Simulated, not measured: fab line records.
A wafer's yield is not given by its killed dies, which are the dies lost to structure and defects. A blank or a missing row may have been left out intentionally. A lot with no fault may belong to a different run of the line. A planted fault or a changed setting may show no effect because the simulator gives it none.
Comparing a struck lot with a sound one | flow sky130 | 21 out of 708 route steps
Sound: wafers L625.3, L625.5, L625.6. Wafers struck: L609.1, L609.4, L609.6. The cause is named last.
For every step that has rows: the tool of each side, followed by ch and its chambers, followed by its first start. Under that, the readings that differ: sound wafers | struck wafers | difference of the means | sigmas: that difference in standard deviations of wafers without a fault.
alike: words and numbers the same on both sides, and readings whose means are apart by under 2 such deviations; not compared: readings that were withheld, readings missing a value for some wafer, numbers with overlapping values and no deviation given by the record, and bounds like >300 which may hide the same value.
A row with sigmas, a row that says differs or no value, or rows on one side alone: a step with any of these is where the two part. When numbers do not overlap yet have no deviation, they are printed without sigmas and do not part them. A reading missing from all wafers of one side parts the sides only when that side holds two or more wafers.

first, 1 step without rows for these wafers: SKY_RES_XHIGH_IMPLANT_07.
SKY_RES_XHIGH_STRIP_08: strips in O2/N2.
  sound on plasma asher-02 ch 0,1, day 33 21:10; struck on plasma asher-04 ch 0,1, day 28 14:05
  alike: drypump motor current A, oes product au, strip time to endpoint s
  not compared: rf hours counter h
SKY_RES_XHIGH_TW_MEAS_09:
  sound on film metro-03, day 33 21:14; struck on film metro-02, day 28 14:11
  reading      | sound          | struck         | difference | sigmas
  RES_XHIGH_TW | 1650 1645 1651 | 1626 1616 1618 | -29        | -2
then, 7 steps without rows for these wafers: SKY_SD_N_DEHYDRATE_00 (time 60 s); SKY_SD_N_HMDS_01 (prime time 60 s); SKY_SD_N_COAT_02 (resist thk 1140 nm); SKY_SD_N_SOFTBAKE_03 (time 60 s); SKY_SD_N_EXPOSE_04 (exposes mask NSDM, target cd 380 nm); SKY_SD_N_PEB_05; SKY_SD_N_DEVELOP_06 (develop time 60 s).
SKY_SD_N_CD_MEAS_07: the cd target is 380 nm.
  sound on cd sem-02, day 34 23:38; struck on cd sem-02, day 29 17:35
  alike: cd nm
SKY_SD_N_OVL_MEAS_08:
  sound on overlay-02, day 34 23:44; struck on overlay-02, day 29 17:43
  alike: SD_N_OVL
SKY_SD_N_IMPLANT_09:
  sound on implanter-03 ch 0, day 34 23:49; struck on implanter-03 ch 0, day 29 18:04
  alike: end station pressure torr
after that, 1 step had no rows for these wafers: SKY_SD_N_IMPLANT_10.
SKY_SD_N_STRIP_11: strips in O2/N2.
  sound on plasma asher-03 ch 0,1, day 35 00:05; struck on plasma asher-04 ch 0,1, day 29 18:22
  reading                      | sound             | struck            | difference | sigmas
  oes product au (a.u.)        | 0.516 0.532 0.529 | 0.511 0.507 0.513 | -0.015     | -4
  strip time to endpoint s (s) | 22.58 22.57 22.56 | 23.79 23.80 23.80 | +1.23      | +35
  alike: drypump motor current A
  not compared: rf hours counter h
SKY_SD_N_TW_MEAS_12:
  sound on film metro-04, day 35 00:11; struck on film metro-03, day 29 18:28
  reading | sound          | struck         | difference | sigmas
  SD_N_TW | 3990 3974 3950 | 4093 4096 4094 | +123       | +3
then, 1 step without rows for these wafers: SKY_SD_N_CLEAN_13 (cleans in SC1/SC2, time 150 s).
SKY_SD_N_RTA_14: time 2 s.
  sound on rtp anneal-02 ch 0, day 35 00:17; struck on rtp anneal-02 ch 0, day 29 18:37
  alike: lamp power pct, wafer_temp_C_max
SKY_SD_N_RS_MEAS_16: the measuring method here is four-point-probe.
  sound on film metro-04, day 35 00:29; struck on film metro-04, day 29 18:48
  reading          | sound             | struck            | difference | sigmas
  SD_N_RS (ohm/sq) | 68.33 68.56 68.49 | 63.93 63.86 63.79 | -4.60      | -35
SKY_SD_N_RS_MEAS_17: the measuring method here is four-point-probe.
  sound on film metro-04, day 35 00:36; struck on film metro-04, day 29 18:55
  alike: SD_P_RS
-- the record jumps here: 17 days lie between the struck wafers' starts before and after (it left off in module SD_N and takes up again in module PAD_OPEN, whose first step shown is number 708 of the route) --
SKY_PAD_OPEN_PROBE_99:
  sound on prober-01, day 50 18:02; struck on prober-02, day 47 05:03
  reading                                 | sound             | struck            | difference | sigmas
  model.etest.res ndiff.line ohm um       | 747.4 754.6 746.3 | 661.2 650.4 642.1 | -98.2      |
  model.etest.sonos uncharged.r on ohm um | 810.8 804.3 794.6 | 755.1 749.9 749.4 | -51.8      |
  model.etest.nfet g5v0d10v5.r on ohm um  | 1892 1860 1872    | 1807 1840 1838    | -46        |
  model.etest.nfet_01v8.r on ohm um       | 852.8 856.6 851.5 | 782.1 778.9 808.3 | -63.9      |
  model.etest.nfet_01v8_lvt.drive ua um   | 555.8 551.2 556   | 619.9 623.6 612.3 | +64.3      |
  model.etest.licon ndiff.rc ohm          | 188 181.5 182.1   | 156.2 161.6 158   | -25.3      |
  model.etest.sram nfet pass.drive ua um  | 476.2 472.5 472.2 | 518.6 524.6 517.8 | +46.7      |
  model.etest.nfet_01v8.drive ua um       | 487.6 481 481.8   | 540.5 544.3 524.3 | +52.9      |
  alike: killed_at_M0_to_M3, killed_at_M4_up, killed at contacts, killed at front end, killed at other, killed dies, killed open, killed short

## WHERE THEY PART
Earliest at SKY_RES_XHIGH_TW_MEAS_09; latest, in this record, at SKY_SD_N_RS_MEAS_16. Later steps at which nothing parts them and some readings are alike: SKY_SD_N_RS_MEAS_17, SKY_PAD_OPEN_PROBE_99.

WHY: what the simulator had put in
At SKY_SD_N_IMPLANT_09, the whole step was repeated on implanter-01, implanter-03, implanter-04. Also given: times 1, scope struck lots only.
